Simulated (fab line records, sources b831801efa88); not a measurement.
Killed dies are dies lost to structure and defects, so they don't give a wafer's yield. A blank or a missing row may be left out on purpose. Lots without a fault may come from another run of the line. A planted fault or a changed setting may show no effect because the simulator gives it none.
Which tool did it? | flow gf180mcu | 6 lots, 18 wafers sampled, at 2 steps of a route of 602

WHAT THE GAUGES READ, wafer by wafer
GF_NSD_CD_MEAS_07: target cd 400 nm.
lot  | measured     | on        | cd_nm (nm)
L367 | day 13 17:24 | cd_sem-01 | 400.6 400.2 398.2
L370 | day 14 17:58 | cd_sem-02 | 398.9 401.7 401.9
L374 | day 16 08:22 | cd_sem-01 | 315.7 398.8 401.5
L378 | day 17 15:31 | cd_sem-02 | 315.8 400.5 402.8
L386 | day 20 08:52 | cd_sem-01 | 399.2 400.0 399.7
L388 | day 20 20:04 | cd_sem-01 | 402.4 404.7 403.0

WHICH TOOL RAN EACH LOT (tool, then ch and the chambers of the sampled wafers, then the start)
lot  | GF_NSD_DEVELOP_06
L367 | litho_track-03 ch 0, day 13 17:16
L370 | litho_track-03 ch 0, day 14 17:49
L374 | litho_track-03 ch 0, day 16 08:13
L378 | litho_track-03 ch 0, day 17 15:22
L386 | litho_track-01 ch 0, day 20 08:43
L388 | litho_track-02 ch 0, day 20 19:55
- GF_NSD_DEVELOP_06: develop time 60 s.

THE ANSWER, worked out from the rows above alone
Rule: what is usual is taken from the lots themselves. Put in order of their means at a reading, lots are off if they are a third of the lots or fewer, leave a main group of 4 or more, and stand apart from it by a gap of 3 or more times the standard deviation of the main group's means; of several such gaps the widest counts. A main group whose means are all the same, to the digits that the tables above print for the reading, isn't used. A lot without any number at a reading at which 4 lots or more have one is off too. The other lots that the step has rows for count as sound.
Off: L374, L378, at GF_NSD_CD_MEAS_07 (cd_nm). The main group: mean 400.9 nm, standard deviation 1.5.
A tool fits if, at a process step before that reading, it ran every lot that is off, and no sound lot after the first of them. The gauges at GF_NSD_CD_MEAS_07 are tried like those tools. One fits: litho_track-03 at GF_NSD_DEVELOP_06. Its last sound lot is L370 (day 14 17:49), its first lot that is off L374 (day 16 08:13): a fault that began between those two fits.

WHAT THE SIMULATOR HAD PUT IN
Process parameter drift: litho_track-03, from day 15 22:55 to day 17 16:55, at GF_NSD_DEVELOP_06. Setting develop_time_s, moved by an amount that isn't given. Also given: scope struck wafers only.
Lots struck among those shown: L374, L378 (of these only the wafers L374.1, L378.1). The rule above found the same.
